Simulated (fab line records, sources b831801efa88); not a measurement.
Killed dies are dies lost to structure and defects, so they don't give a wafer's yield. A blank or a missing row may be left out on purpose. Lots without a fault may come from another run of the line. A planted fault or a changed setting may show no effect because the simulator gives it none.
Which tool did it? | flow sky130 | 12 lots, 36 wafers sampled, at 4 steps of a route of 708

WHAT THE GAUGES READ, wafer by wafer
SKY_VIA1_THK_MEAS_23: measures by xrf. Usual: VIA1_W_THK 273 nm, standard deviation 3.2.
lot  | measured     | on            | VIA1_W_THK (nm) | flag
L631 | day 34 09:25 | film_metro-04 | 270 269 270     |
L632 | day 34 14:20 | film_metro-02 | 272 278 278     |
L633 | day 34 19:05 | film_metro-02 | 277 272 277     |
L635 | day 35 14:01 | film_metro-04 | 274 270 269     |
L637 | day 36 19:03 | film_metro-04 | 268 268 273     |
L638 | day 36 19:37 | film_metro-02 | 279 275 277     |
L640 | day 37 08:29 | film_metro-02 | 274 278 272     |
L642 | day 38 11:21 | film_metro-04 | 272 278 266     |
L643 | day 38 15:01 | film_metro-02 | 277 273 275     |
L645 | day 39 05:40 | film_metro-01 | 271 272 275     |
L647 | day 39 04:14 | film_metro-02 | 275 278 277     |
L652 | day 40 17:58 | film_metro-01 | 273 273 269     |

WHICH TOOL RAN EACH LOT (tool, then ch and the chambers of the sampled wafers, then the start)
lot  | SKY_NWELL_SOFTBAKE_06            | SKY_NWELL_STRIP_14                   | SKY_LOCAL_INTERCONNECT_METAL_ETCH_14
L631 | litho_track-02 ch 0, day 4 17:08 | plasma_asher-03 ch 0,1, day 5 01:50  | rie_metal-04 ch 0,1, day 30 18:07
L632 | litho_track-01 ch 0, day 4 20:20 | plasma_asher-03 ch 0,1, day 5 05:06  | rie_metal-03 ch 0, day 30 21:47
L633 | litho_track-01 ch 0, day 5 00:43 | plasma_asher-03 ch 0,1, day 5 09:22  | rie_metal-02 ch 0,1, day 31 01:50
L635 | litho_track-01 ch 0, day 5 10:26 | plasma_asher-04 ch 0,1, day 5 20:54  | rie_metal-03 ch 0,1, day 31 22:13
L637 | litho_track-03 ch 0, day 6 10:34 | plasma_asher-02 ch 0,1, day 6 20:10  | rie_metal-02 ch 0,1, day 33 06:02
L638 | litho_track-03 ch 0, day 6 11:13 | plasma_asher-02 ch 0, day 6 21:07    | rie_metal-04 ch 1, day 33 06:41
L640 | litho_track-03 ch 0, day 6 20:30 | plasma_asher-02 ch 0,1, day 7 07:20  | rie_metal-04 ch 0,1, day 33 19:57
L642 | litho_track-01 ch 0, day 7 19:05 | plasma_asher-03 ch 0,1, day 8 06:06  | rie_metal-04 ch 0, day 34 23:58
L643 | litho_track-01 ch 0, day 7 20:41 | plasma_asher-03 ch 0, day 8 08:01    | rie_metal-03 ch 1, day 35 04:11
L645 | litho_track-01 ch 0, day 8 07:35 | plasma_asher-04 ch 0,1, day 8 18:10  | rie_metal-04 ch 0,1, day 35 19:05
L647 | litho_track-01 ch 0, day 8 10:35 | plasma_asher-02 ch 1, day 8 21:28    | rie_metal-02 ch 0, day 35 17:14
L652 | litho_track-03 ch 0, day 9 17:02 | plasma_asher-03 ch 0,1, day 10 05:33 | rie_metal-03 ch 0,1, day 37 09:27
- SKY_NWELL_SOFTBAKE_06
- SKY_NWELL_STRIP_14: strips in O2/N2.
- SKY_LOCAL_INTERCONNECT_METAL_ETCH_14: etches TiN in Cl2/BCl3, stops on PSG, target depth 110 nm, time 31.4 s.

WHAT THE TOOLS THEMSELVES READ (means of the sampled wafers that have a number; where no wafer has one, the mark that the record gives instead)
SKY_NWELL_SOFTBAKE_06. Usual: heater_power_total_W 65.30 W, standard deviation 0.14; plate_temp_C 109.99 C, standard deviation 0.15.
lot  | tool           | heater_power_total_W (W) | plate_temp_C (C) | flag
L631 | litho_track-02 | 65.31                    | 110.06           |
L632 | litho_track-01 | 65.40                    | 109.81           |
L633 | litho_track-01 | 65.30                    | 109.81           |
L635 | litho_track-01 | 65.35                    | 110.05           |
L637 | litho_track-03 | 65.23                    | 109.80           |
L638 | litho_track-03 | 65.39                    | 109.86           |
L640 | litho_track-03 | 65.31                    | 109.87           |
L642 | litho_track-01 | 65.30                    | 109.86           |
L643 | litho_track-01 | 70.67                    | 116.49           | OFF
L645 | litho_track-01 | 70.53                    | 116.39           | OFF
L647 | litho_track-01 | 70.48                    | 116.57           | OFF
L652 | litho_track-03 | 65.30                    | 110.18           |

SKY_NWELL_STRIP_14. Usual: drypump_motor_current_A 5.9 A, standard deviation 0.37; oes_product_au 0.722 a.u., standard deviation 0.0045; strip_time_to_endpoint_s 36.94 s, standard deviation 0.1.
lot  | tool            | drypump_motor_current_A (A) | oes_product_au (a.u.) | strip_time_to_endpoint_s (s) | flag
L631 | plasma_asher-03 | 6.2                         | 0.722                 | 36.83                        |
L632 | plasma_asher-03 | 6.3                         | 0.720                 | 36.86                        |
L633 | plasma_asher-03 | 6.1                         | 0.723                 | 36.83                        |
L635 | plasma_asher-04 | 5.7                         | 0.724                 | 36.92                        |
L637 | plasma_asher-02 | 5.7                         | 0.719                 | 36.97                        |
L638 | plasma_asher-02 | 5.8                         | 0.721                 | 37.04                        |
L640 | plasma_asher-02 | 5.7                         | 0.721                 | 36.93                        |
L642 | plasma_asher-03 | 6.1                         | 0.722                 | 37.11                        |
L643 | plasma_asher-03 | 6.4                         | 0.719                 | 36.31                        | OFF
L645 | plasma_asher-04 | 5.5                         | 0.727                 | 36.38                        | OFF
L647 | plasma_asher-02 | 5.6                         | 0.721                 | 36.28                        | OFF
L652 | plasma_asher-03 | 6.3                         | 0.724                 | 36.77                        |

SKY_LOCAL_INTERCONNECT_METAL_ETCH_14. Usual: drypump_motor_current_A 5.8 A, standard deviation 0.4; oes_product_au 0.940 a.u., standard deviation 0.0076; rf_fwd_power_W 889 W, standard deviation 4.6; throttle_valve_pct 21.902 %, standard deviation 0.01.
lot  | tool         | drypump_motor_current_A (A) | oes_product_au (a.u.) | rf_fwd_power_W (W) | throttle_valve_pct (%) | flag
L631 | rie_metal-04 | 5.8                         | 0.937                 | 891                | 21.909                 |
L632 | rie_metal-03 | 5.7                         | 0.937                 | 889                | 21.908                 |
L633 | rie_metal-02 | 6.4                         | 0.944                 | 887                | 21.886                 |
L635 | rie_metal-03 | 5.6                         | 0.930                 | 894                | 21.903                 |
L637 | rie_metal-02 | 6.4                         | 0.934                 | 886                | 21.901                 |
L638 | rie_metal-04 | 6.0                         | 0.946                 | 892                | 21.896                 |
L640 | rie_metal-04 | 5.8                         | 0.946                 | 889                | 21.900                 |
L642 | rie_metal-04 | 5.3                         | 0.938                 | 882                | 21.916                 |
L643 | rie_metal-03 | 5.6                         | 0.945                 | 892                | 21.902                 |
L645 | rie_metal-04 | 5.5                         | 0.936                 | 888                | 21.905                 |
L647 | rie_metal-02 | 6.3                         | 0.945                 | 888                | 21.894                 |
L652 | rie_metal-03 | 5.6                         | 0.932                 | 895                | 21.897                 |

THE ANSWER, worked out from the rows above alone
Rule: a lot is off if the mean of its wafers that have a number lies more than 3 standard deviations from the usual mean. A lot without any number at a reading at which 4 lots or more have one is off too. The other lots that the step has rows for count as sound. The gauges are gone through in route order, then the tools' own readings, and for those a lot's mean is taken as printed above. The first step at which some lot is off is used, and at that step the reading that is off furthest; a lot without a number counts as furthest.
Off: L643, L645, L647, at SKY_NWELL_SOFTBAKE_06 (plate_temp_C).
A tool fits if, at that step or a process step before it, it ran every lot that is off, and no sound lot after the first of them. One fits: litho_track-01 at SKY_NWELL_SOFTBAKE_06. Its last sound lot is L642 (day 7 19:05), its first lot that is off L643 (day 7 20:41): a fault that began between those two fits.
The tool's own readings at SKY_NWELL_SOFTBAKE_06 bear it out: on the lots that are off they differ by more than 5 times the standard deviation of the sound lots' means. heater_power_total_W reads 70.56 W there against 65.32 W on the sound lots; plate_temp_C reads 116.48 C there against 109.92 C on the sound lots.

WHAT THE SIMULATOR HAD PUT IN
Process parameter drift: litho_track-01, from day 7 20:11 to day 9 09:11, at SKY_NWELL_SOFTBAKE_06. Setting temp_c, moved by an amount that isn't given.
Lots struck among those shown: L643, L647, L645. The rule above found the same.
